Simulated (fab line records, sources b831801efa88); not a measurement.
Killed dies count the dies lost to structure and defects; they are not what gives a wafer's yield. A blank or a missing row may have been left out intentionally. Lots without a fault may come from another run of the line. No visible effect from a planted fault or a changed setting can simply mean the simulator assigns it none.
A struck lot beside a sound one	flow sfq_line	41 steps out of a route of 325
Sound: these wafers, L962.1, L962.2, L962.5. Wafers struck: L968.2, L968.3, L968.6. The cause is given at the end.
For every step that has rows: the tool of each side, followed by ch and its chambers, followed by its first start. Under that, the readings that differ: sound wafers	struck wafers	difference of the means	sigmas: that difference in standard deviations of wafers without a fault.
alike: words and numbers the same on both sides, and readings whose means are apart by under 2 such deviations; not compared: readings that were withheld, readings missing a value for some wafer, numbers with overlapping values and no deviation given by the record, and bounds like >300 which may hide the same value.
A row with sigmas, a row that says differs or no value, or rows on one side alone: a step with any of these is where the two part. When numbers do not overlap yet have no deviation, they are printed without sigmas and do not part them. A reading that every wafer of one side lacks parts them only if that side has two wafers or more.

SFQ_I1_OVL_MEAS_913:
  sound: overlay-02 at day 23 16:44; struck: overlay-01 at day 25 22:25
  alike: I1_OVL
SFQ_TRILAYER_I1_VIA_BARC_OPEN_VIA_ETCH_071: etches BARC in O2, target depth 125 nm, time 41.7 s.
  sound on rie_diel-01 ch 0,1, day 23 16:47; struck on rie_diel-03 ch 1,2, day 25 22:27
  alike: drypump_motor_current_A, oes_product_au
  not compared: rf_hours_counter_h
then, 1 step without rows for these wafers: SFQ_TRILAYER_I1_VIA_ETCH_VIA_ETCH_052 (etches SiO2 in CHF3, stops on Nb, target depth 260 nm).
SFQ_TRILAYER_I1_VIA_STRIP_STRIP_053: strips in O2.
  sound on rie_metal-04 ch 1, day 23 16:56; struck on rie_metal-04 ch 0,1, day 25 22:36
  alike: drypump_motor_current_A, oes_product_au
  not compared: rf_hours_counter_h
then, 2 steps without rows for these wafers: SFQ_TRILAYER_I1_VIA_STRIP_SOLV_CLEAN_054 (cleans in NMP, time 600 s); SFQ_TRILAYER_M2_DEP_PRE_CLEAN_056 (time 22.5 s).
SFQ_TRILAYER_M2_DEP_SPUTTER_055: material Nb, target thk 200 nm, time 133.3 s.
  sound: pvd_sputter-03 at day 23 18:20; struck: pvd_sputter-05 at day 25 23:25
  alike: throttle_valve_pct
SFQ_M2_RS_MEAS_914: measurement is done with a four-point probe.
  sound: film_metro-02 at day 23 18:25; struck: film_metro-02 at day 25 23:31
  alike: M2_NB_RS
then, 3 steps without rows for these wafers: SFQ_TRILAYER_M2_LITHO_COAT_062 (resist thk 62 nm); SFQ_TRILAYER_M2_LITHO_COAT_057 (resist thk 600 nm); SFQ_TRILAYER_M2_LITHO_SOFTBAKE_061.
-- the record jumps here: 5 days lie between the struck wafers' starts before and after --
SFQ_TRILAYER_M2_LITHO_EXPOSE_058: exposes mask M2, target cd 500 nm.
  sound on krf_scanner-01 ch 0, day 23 19:47; struck on krf_scanner-02 ch 0, day 31 04:30
reading	sound	struck	difference	sigmas
exposure_dose_mJ_cm2	14.394 14.443 14.396	13.037 13.033 13.010	-1.384	-99
  alike: mask
then, 2 steps without rows for these wafers: SFQ_TRILAYER_M2_LITHO_PEB_060 (peb time 60 s); SFQ_TRILAYER_M2_LITHO_DEVELOP_059 (time 60 s).
SFQ_M2_OVL_MEAS_916:
  sound: overlay-02 at day 23 21:17; struck: overlay-01 at day 31 05:48
  alike: M2_OVL
SFQ_TRILAYER_M2_BARC_OPEN_METAL_ETCH_077: etches BARC in O2, target depth 125 nm, time 41.7 s.
  sound on rie_metal-03 ch 0,1, day 23 21:19; struck on rie_metal-03 ch 0,1, day 31 05:50
reading	sound	struck	difference	sigmas
model.M2.cd_nm (nm)	498.9 499.8 499	516.2 517.5 517.5	+17.8	
  alike: drypump_motor_current_A, oes_product_au
  not compared: rf_hours_counter_h
SFQ_TRILAYER_M2_ETCH_METAL_ETCH_060: etches Nb in Cl2/Ar, stops on SiO2, target depth 240 nm, time 120 s.
  sound on rie_metal-03 ch 0,1, day 23 21:23; struck on rie_metal-03 ch 0,1, day 31 05:53
reading	sound	struck	difference	sigmas
model.M2.cd_nm (nm)	497.7 498.9 497.5	514.9 516.4 516.4	+17.9	
  alike: drypump_motor_current_A, oes_product_au
  not compared: rf_hours_counter_h
then, 3 steps without rows for these wafers: SFQ_TRILAYER_M2_STRIP_STRIP_061 (strips in O2); SFQ_TRILAYER_M2_STRIP_SOLV_CLEAN_062 (cleans in NMP, time 600 s); SFQ_TRILAYER_I2_DEP_PECVD_063 (deposits SiO2 from SiH4/N2O, time 111.11 s, target thk 500 nm).
-- the record jumps here: 2 days lie between the struck wafers' starts before and after --
SFQ_TRILAYER_I2_CMP_CMP_064: polishes SiO2.
  sound on cmp-01 ch 1,2,3, day 24 08:22; struck on cmp-01 ch 1,2,3, day 33 15:30
  alike: motor_current_A, time_to_endpoint_s
SFQ_I2_BOW_MEAS_917:
  sound: film_metro-01 at day 24 10:22; struck: film_metro-02 at day 33 17:31
  alike: I2_BOW
then, 7 steps without rows for these wafers: SFQ_TRILAYER_I2_METRO_MEASURE_065; SFQ_TRILAYER_I2_VIA_LITHO_COAT_072 (resist thk 62 nm); SFQ_TRILAYER_I2_VIA_LITHO_COAT_067 (resist thk 650 nm); SFQ_TRILAYER_I2_VIA_LITHO_SOFTBAKE_071; SFQ_TRILAYER_I2_VIA_LITHO_EXPOSE_068 (exposes mask I2, target cd 500 nm); SFQ_TRILAYER_I2_VIA_LITHO_PEB_070 (peb time 60 s); SFQ_TRILAYER_I2_VIA_LITHO_DEVELOP_069 (time 60 s).
-- the record jumps here: 5 days lie between the struck wafers' starts before and after --
SFQ_I2_OVL_MEAS_918:
  sound: overlay-02 at day 30 11:40; struck: overlay-01 at day 38 20:57
  alike: I2_OVL
then, 5 steps without rows for these wafers: SFQ_TRILAYER_I2_VIA_BARC_OPEN_VIA_ETCH_096 (etches BARC in O2, target depth 125 nm, time 41.7 s); SFQ_TRILAYER_I2_VIA_ETCH_VIA_ETCH_070 (etches SiO2 in CHF3, stops on Nb, target depth 260 nm); SFQ_TRILAYER_I2_VIA_STRIP_STRIP_071 (strips in O2); SFQ_TRILAYER_I2_VIA_STRIP_SOLV_CLEAN_072 (cleans in NMP, time 600 s); SFQ_TRILAYER_M3_DEP_PRE_CLEAN_074 (time 22.5 s).
SFQ_TRILAYER_M3_DEP_SPUTTER_073: material Nb, target thk 200 nm, time 133.3 s.
  sound: pvd_sputter-03 at day 30 12:40; struck: pvd_sputter-03 at day 38 21:56
  alike: throttle_valve_pct
SFQ_M3_RS_MEAS_919: measurement is done with a four-point probe.
  sound: film_metro-04 at day 30 12:46; struck: film_metro-02 at day 38 22:02
  alike: M3_NB_RS
then, 3 steps without rows for these wafers: SFQ_TRILAYER_M3_LITHO_COAT_080 (resist thk 62 nm); SFQ_TRILAYER_M3_LITHO_COAT_075 (resist thk 600 nm); SFQ_TRILAYER_M3_LITHO_SOFTBAKE_079.
-- the record jumps here: 39 days lie between the struck wafers' starts before and after --
SFQ_M8_BOW_MEAS_951:
  sound: film_metro-03 at day 76 00:47; struck: film_metro-02 at day 77 20:20
reading	sound	struck	difference	sigmas
model.etest.m2.ohm_um	1.817 1.794 1.821	1.729 1.726 1.724	-0.084	
  alike: M8_BOW

WHERE THEY PART
Within this record, at SFQ_TRILAYER_M2_LITHO_EXPOSE_058 only. Later steps at which nothing parts them and some readings are alike: SFQ_M2_OVL_MEAS_916, SFQ_TRILAYER_M2_BARC_OPEN_METAL_ETCH_077, SFQ_TRILAYER_M2_ETCH_METAL_ETCH_060, SFQ_TRILAYER_I2_CMP_CMP_064, SFQ_I2_BOW_MEAS_917, SFQ_I2_OVL_MEAS_918, SFQ_TRILAYER_M3_DEP_SPUTTER_073, SFQ_M3_RS_MEAS_919, SFQ_M8_BOW_MEAS_951.

WHY: whatever the simulator had introduced
Drift in process parameters on krf_scanner-02 at SFQ_TRILAYER_M2_LITHO_EXPOSE_058, starting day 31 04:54. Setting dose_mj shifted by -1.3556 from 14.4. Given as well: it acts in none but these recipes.
